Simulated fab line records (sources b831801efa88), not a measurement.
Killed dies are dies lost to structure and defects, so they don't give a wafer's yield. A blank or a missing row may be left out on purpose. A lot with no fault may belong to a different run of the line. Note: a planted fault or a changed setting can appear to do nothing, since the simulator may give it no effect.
2 desks, one fault / flow gf180mcu / only its own numbers are on each desk; what lay behind them is given at the end

FOR THE TOOL OWNER'S DESK: pecvd-02
The tool's own readings at GF_MIM_CVD_05 (deposits Si3N4, target thk 42 nm, time 29.086 s): means of the sampled wafers that have a number, for each lot that ran on this tool. Any lot whose mean is over 4 standard deviations away from the usual mean is out of limits and marked OUT; that distance is given in the brackets.
Columns: A = heater power w at GF_MIM_CVD_05, usual 682 W; B = temp max c at GF_MIM_CVD_05, usual 400.03 C
lot=L787; first seen here=day 24 09:46; A=655; B=399.91
lot=L791; first seen here=day 25 23:37; A=658; B=400.07
lot=L796; first seen here=day 27 16:35; A=669; B=399.95
lot=L800; first seen here=day 28 22:51; A=717; B=400.01
lot=L801; first seen here=day 29 05:44; A=622; B=400.16
lot=L804; first seen here=day 29 20:45; A=683; B=399.80
This desk found nothing out of limits on any of the 6 lots.

FROM THE METROLOGY DESK
Means of the sampled wafers that have a number, per lot and without regard to the tool the lot ran on: this is what the gauges read. Any lot whose mean is over 4 standard deviations away from the usual mean is out of limits and marked OUT; that distance is given in the brackets.
Columns: A = V3_CVD_02_THK at GF_V3_THK_MEAS_03, usual 850 nm; B = V3_BOW at GF_V3_BOW_MEAS_05, usual 115 um; C = MIM_CVD_05_THK at GF_MIM_THK_MEAS_06, usual 42.1 nm
lot=L787; first seen here=day 21 07:55; A=853; B=124; C=41.9
lot=L789; first seen here=day 22 07:44; A=835; B=102; C=41.9
lot=L790; first seen here=day 22 11:40; A=855; B=111; C=42.9
lot=L791; first seen here=day 22 23:43; A=857; B=110; C=42.2
lot=L793; first seen here=day 23 14:46; A=842; B=115; C=41.6
lot=L794; first seen here=day 24 14:03; A=857; B=102; C=41.8
lot=L795; first seen here=day 24 15:23; A=865; B=114; C=42.1
lot=L796; first seen here=day 24 20:41; A=853; B=119; C=41.2
lot=L800; first seen here=day 26 05:52; A=836; B=120; C=42.6
lot=L801; first seen here=day 26 12:50; A=850; B=117; C=25.7 (-28) OUT
lot=L804; first seen here=day 27 05:34; A=846; B=120; C=26.7 (-26) OUT
lot=L809; first seen here=day 28 15:23; A=845; B=128; C=42.0
lot=L810; first seen here=day 28 23:07; A=837; B=124; C=42.0
This desk finds L801, L804 out of limits, with the earliest case on L801 at day 29 05:47 (MIM_CVD_05_THK at GF_MIM_THK_MEAS_06). L787, L789, L790, L791, L793, L794, L795, L796, L800, L809, L810 stayed within limits.

BROUGHT TOGETHER
The metrology desk could have raised an alarm at day 29 05:47, on L801, L804.
Nothing out of limits was seen by the tool owner's desk.
Tool owner's desk: L801, L804 on record, inside its limits.
The lots listed all ran GF_MIM_CVD_05 on pecvd-02.

WHAT THE SIMULATOR HAD INSERTED
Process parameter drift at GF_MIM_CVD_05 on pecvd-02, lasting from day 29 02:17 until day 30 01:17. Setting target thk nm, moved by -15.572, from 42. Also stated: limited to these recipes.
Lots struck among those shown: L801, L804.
Delay in hours, fault start to first out-of-limits reading, per desk: metrology desk 4.
